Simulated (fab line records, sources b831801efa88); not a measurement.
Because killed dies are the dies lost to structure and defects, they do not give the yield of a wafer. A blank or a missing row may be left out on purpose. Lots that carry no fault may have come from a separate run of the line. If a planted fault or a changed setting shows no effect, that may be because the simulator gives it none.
What tool caused it? | flow gf180mcu | 39 wafers sampled from 13 lots at 1 step of a route of 602

WHAT THE GAUGES SHOWED, per wafer
GF_V5_THK_MEAS_03.
lot  | measured     | on            | V5_CVD_02_THK (nm)
L384 | day 26 07:52 | film metro-02 | 1464 1496 1457
L385 | day 26 15:35 | film metro-01 | 1412 1443 1437
L386 | day 26 22:32 | film metro-02 | 1450 1475 1488
L387 | day 27 12:18 | film metro-02 | 1423 1453 1450
L389 | day 28 01:40 | film metro-04 | 1438 1455 1478
L390 | day 28 06:11 | film metro-01 | 1435 1451 1477
L393 | day 29 08:35 | film metro-01 | 1433 1453 1456
L396 | day 30 20:45 | film metro-04 | 1425 1437 1450
L398 | day 31 02:56 | film metro-02 | 1431 1438 1453
L399 | day 31 08:03 | film metro-02 | 1465 1481 1462
L400 | day 31 13:46 | film metro-02 | 1456 1477 1481
L404 | day 32 08:07 | film metro-04 | 1445 1454 1478
L406 | day 32 22:23 | film metro-04 | 1433 1477 1439

WHICH TOOL RAN EACH LOT (tool, then ch and the chambers of the sampled wafers, then the start)
Record: no process step prior to these readings.

WHAT THE TOOLS THEMSELVES READ (means of the sampled wafers that have a number; where no wafer has one, the mark that the record gives instead)
The record holds no such reading with a usual standard deviation.

THE ANSWER, worked out from the rows above alone
Rule: the usual values come from the lots themselves. The widest of any qualifying gaps counts: lots, ordered by their means at a reading, are off when they make up no more than a third of the lots, leave a main group of 4 or more, and stand apart from it by 3 or more times the standard deviation of that group's means. Not used: any main group whose means are identical at the precision the tables above print for the reading. A lot without any number at a reading at which 4 lots or more have one is off too. The other lots that the step has rows for count as sound. Order of review: gauges by route order, followed by the tools' own readings, for which a lot's mean as printed above is used. At the first step where some lot is off, the reading lying furthest off is the one used; lots without a number count as furthest.
Nothing can be told from this: no lot is off at any reading shown.

WHAT HAD BEEN PUT IN BY THE SIMULATOR
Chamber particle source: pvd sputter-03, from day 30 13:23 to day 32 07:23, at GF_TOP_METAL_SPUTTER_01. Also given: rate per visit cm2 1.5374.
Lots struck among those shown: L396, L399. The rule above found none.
